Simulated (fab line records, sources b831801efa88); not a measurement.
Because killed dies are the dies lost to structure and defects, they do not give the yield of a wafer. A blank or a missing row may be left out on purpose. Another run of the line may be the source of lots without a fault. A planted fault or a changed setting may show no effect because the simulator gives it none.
One fault seen from 2 desks	flow gf180mcu	numbers are kept per desk, each desk with only its own; the story behind them comes last

## AT THE METROLOGY DESK
Lot by lot, what the gauges showed, no matter which tool ran the lot: averages of those sampled wafers that carry a number. The brackets show how far a lot's mean lies from the usual mean; more than 4 standard deviations puts the lot out of limits, marked OUT.
Columns: A = M4_ALCU_RS at GF_M4_RS_MEAS_05, usual 0.0693 ohm/sq; B = V4_BOW at GF_V4_BOW_MEAS_05, usual 134 um; C = MIM_ALCU_RS at GF_MIM_RS_MEAS_10, usual 0.1597 ohm/sq
lot	first seen here	A	B	C
L344	day 22 23:03	0.0690	135	0.1599
L345	day 23 11:19	0.0694	139	0.1592
L346	day 23 17:30	0.0690	122	0.1603
L348	day 24 12:47	0.0691	137	0.1605
L349	day 24 18:37	0.0690	118	0.1616
L350	day 25 10:07	0.0691	146	0.1585
L351	day 25 17:41	0.0692	138	0.1634
L352	day 26 03:01	0.0695	137	0.1582
L354	day 26 16:40	0.0694	147	0.1642
L355	day 26 20:17	0.0697	116	0.1599
L356	day 27 05:46	0.0704	147	0.1590
L364	day 29 13:40	0.0704	130	0.1590
L365	day 29 18:25	0.0685	122	0.2388 (+44) OUT
L366	day 30 01:22	0.0699	135	0.2389 (+44) OUT
This desk's result: L365, L366 out of limits, first on L365 (MIM_ALCU_RS at GF_MIM_RS_MEAS_10), day 31 11:39. Within limits: L344, L345, L346, L348, L349, L350, L351, L352, L354, L355, L356, L364.

## THE TOOL OWNER'S DESK: pvd-sputter-02
The tool's own readings at GF_MIM_SPUTTER_08 (material AlCu, target thk 200 nm, time 10.6 s): means of the sampled wafers that have a number, for each lot that ran on this tool. The brackets show how far a lot's mean lies from the usual mean; more than 4 standard deviations puts the lot out of limits, marked OUT.
Columns: A = throttle-valve-pct at GF_MIM_SPUTTER_08, usual 30.6 %
lot	first seen here	A
L344	day 24 23:17	30.7
L352	day 27 23:01	31.0
L355	day 28 15:55	31.5
L356	day 29 00:13	30.7
L365	day 31 11:34	29.7
L366	day 31 17:20	31.7
This desk's verdict: no lot among the 6 shows anything out of limits.

## TAKEN TOGETHER
At day 31 11:39 the metrology desk could have sounded an alarm, on L365, L366.
The desk of the tool owner found nothing out of limits.
The tool owner's desk has L365, L366 on record, within its limits.
On pvd-sputter-02, each named lot ran GF_MIM_SPUTTER_08.

## WHAT THE SIMULATOR HAD INSERTED
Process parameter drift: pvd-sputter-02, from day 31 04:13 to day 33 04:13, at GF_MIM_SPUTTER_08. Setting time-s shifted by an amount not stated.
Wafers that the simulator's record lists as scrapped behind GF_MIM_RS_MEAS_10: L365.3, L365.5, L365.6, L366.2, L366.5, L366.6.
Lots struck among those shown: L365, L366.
Hours from the fault's start to each desk's first reading out of limits: the metrology desk, 7.
